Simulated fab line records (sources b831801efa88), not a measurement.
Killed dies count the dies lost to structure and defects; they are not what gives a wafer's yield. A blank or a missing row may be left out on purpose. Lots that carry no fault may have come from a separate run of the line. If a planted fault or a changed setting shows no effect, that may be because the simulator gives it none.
Chamber matching	flow sky130	SKY_VIA1_ETCH_14 on rie-diel-03 has 4 sister chambers
The step etches BARC in N2/H2, stops on SiO2, time 45.9 s, target depth 60 nm. 7 wafers are shown with their chamber, then 7 later ones without.

WAFERS PAIRED WITH THEIR CHAMBERS
wafer	chamber	drypump-motor-current-A (A)	throttle-valve-pct (%)
L082.5	3	5.3	13.211
L082.6	0	5.3	13.199
L086.1	3	5.3	13.226
L086.3	1	6.2	13.234
L086.4	2	5.8	13.230
L091.4	1	6.2	13.245
L091.5	2	5.7	13.240

WAFERS WITH NO CHAMBER GIVEN
wafer	drypump-motor-current-A (A)	throttle-valve-pct (%)
L091.6	5.3	13.214
L094.1	5.8	13.229
L094.2	6.2	13.214
L094.5	6.2	13.222
L096.3	5.3	13.231
L096.4	5.3	13.237
L096.5	6.2	13.224

WHICH CHAMBER EACH ONE RAN IN
wafer	from the rows above	in truth
L091.6	can't be placed: 3 or 0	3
L094.1	2	2
L094.2	1	1
L094.5	1	1
L096.3	3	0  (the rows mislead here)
L096.4	3	3
L096.5	1	1
Placed correctly: 5 of 7. Not placeable from these rows: 1 (in 1, the candidates include the true chamber). Number placed wrongly: 1.
How it was worked out, from the rows above alone: a wafer's distance from a chamber is the root of the sum, over the readings, of the square of ((its reading less the chamber's mean) divided by the reading's scatter). The wafer belongs to the nearest chamber; if the next one is less than 2 further off, it can't be placed. For every chamber, the mean is computed from those of its wafers that are shown. The scatter: the root of (the sum of the squares of (reading less its chamber's mean) over the shown wafers, divided by (wafers less chambers)).
